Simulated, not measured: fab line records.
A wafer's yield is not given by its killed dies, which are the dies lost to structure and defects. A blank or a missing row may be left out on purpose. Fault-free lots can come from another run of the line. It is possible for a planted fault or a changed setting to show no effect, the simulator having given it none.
Chamber matching / flow gf180mcu / cmp-01 running GF_STI_CMP_25: 4 sister chambers
The step polishes, stops on Si3N4, t overpolish 33 s, target thk 524.6 nm. 16 wafers are shown with their chamber, then 8 later ones without.

WAFERS PAIRED WITH THEIR CHAMBERS
wafer=L587.1; chamber=0; motorCurrentA (A)=13.9; timeToEndpointS (s)=124; edgeZonePressureFrac=1.000
wafer=L587.3; chamber=3; motorCurrentA (A)=10.8; timeToEndpointS (s)=123; edgeZonePressureFrac=1.004
wafer=L587.6; chamber=1; motorCurrentA (A)=11.8; timeToEndpointS (s)=124; edgeZonePressureFrac=0.998
wafer=L589.2; chamber=3; motorCurrentA (A)=10.9; timeToEndpointS (s)=117; edgeZonePressureFrac=1.006
wafer=L589.4; chamber=0; motorCurrentA (A)=13.3; timeToEndpointS (s)=122; edgeZonePressureFrac=1.000
wafer=L589.5; chamber=3; motorCurrentA (A)=10.9; timeToEndpointS (s)=114; edgeZonePressureFrac=1.000
wafer=L599.1; chamber=1; motorCurrentA (A)=11.7; timeToEndpointS (s)=116; edgeZonePressureFrac=1.000
wafer=L599.3; chamber=0; motorCurrentA (A)=14.2; timeToEndpointS (s)=120; edgeZonePressureFrac=0.999
wafer=L599.5; chamber=2; motorCurrentA (A)=12.4; timeToEndpointS (s)=115; edgeZonePressureFrac=0.999
wafer=L600.2; chamber=2; motorCurrentA (A)=12.8; timeToEndpointS (s)=117; edgeZonePressureFrac=1.004
wafer=L600.3; chamber=0; motorCurrentA (A)=14.0; timeToEndpointS (s)=128; edgeZonePressureFrac=0.995
wafer=L600.6; chamber=0; motorCurrentA (A)=13.6; timeToEndpointS (s)=130; edgeZonePressureFrac=0.996
wafer=L601.3; chamber=3; motorCurrentA (A)=11.0; timeToEndpointS (s)=118; edgeZonePressureFrac=1.006
wafer=L601.5; chamber=2; motorCurrentA (A)=12.7; timeToEndpointS (s)=118; edgeZonePressureFrac=1.006
wafer=L601.6; chamber=1; motorCurrentA (A)=12.1; timeToEndpointS (s)=116; edgeZonePressureFrac=0.998
wafer=L603.1; chamber=1; motorCurrentA (A)=12.2; timeToEndpointS (s)=118; edgeZonePressureFrac=1.003

SIGNATURES (means of the wafers above)
reading=motorCurrentA; chamber 0=13.800; chamber 1=11.950; chamber 2=12.633; chamber 3=10.900; scatter within a chamber=0.254
reading=timeToEndpointS; chamber 0=124.80; chamber 1=118.50; chamber 2=116.67; chamber 3=118.00; scatter within a chamber=3.63
reading=edgeZonePressureFrac; chamber 0=0.99800; chamber 1=0.99975; chamber 2=1.00300; chamber 3=1.00400; scatter within a chamber=0.00272
Rule: a wafer lies at a distance from a chamber equal to the root of the sum of squares, over the readings, of (its reading less the chamber's mean, divided by the reading's scatter). The wafer belongs to the nearest chamber; if the next one is less than 2 further off, it can't be placed. The scatter: the root of (the sum of the squares of (reading less its chamber's mean) over the shown wafers, divided by (wafers less chambers)).

WAFERS WITH NO CHAMBER GIVEN
wafer=L603.2; motorCurrentA (A)=11.1; timeToEndpointS (s)=115; edgeZonePressureFrac=1.007
wafer=L603.5; motorCurrentA (A)=13.1; timeToEndpointS (s)=115; edgeZonePressureFrac=1.000
wafer=L604.3; motorCurrentA (A)=12.7; timeToEndpointS (s)=120; edgeZonePressureFrac=0.996
wafer=L604.4; motorCurrentA (A)=14.4; timeToEndpointS (s)=125; edgeZonePressureFrac=0.996
wafer=L604.5; motorCurrentA (A)=14.5; timeToEndpointS (s)=124; edgeZonePressureFrac=1.005
wafer=L606.1; motorCurrentA (A)=12.2; timeToEndpointS (s)=118; edgeZonePressureFrac=0.998
wafer=L606.2; motorCurrentA (A)=11.0; timeToEndpointS (s)=125; edgeZonePressureFrac=0.993
wafer=L606.4; motorCurrentA (A)=13.6; timeToEndpointS (s)=123; edgeZonePressureFrac=0.990

CHAMBER TAKEN BY EACH
wafer=L603.2; from the rows above=3; in truth=3
wafer=L603.5; from the rows above=can't be placed: 2 or 0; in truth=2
wafer=L604.3; from the rows above=can't be placed: 2 or 1 or 0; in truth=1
wafer=L604.4; from the rows above=0; in truth=0
wafer=L604.5; from the rows above=0; in truth=0
wafer=L606.1; from the rows above=can't be placed: 1 or 2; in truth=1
wafer=L606.2; from the rows above=can't be placed: 3 or 1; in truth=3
wafer=L606.4; from the rows above=0; in truth=0
4 of 8 placed correctly. Not placeable from these rows: 4 (in 4, the candidates include the true chamber). 0 placed wrongly.
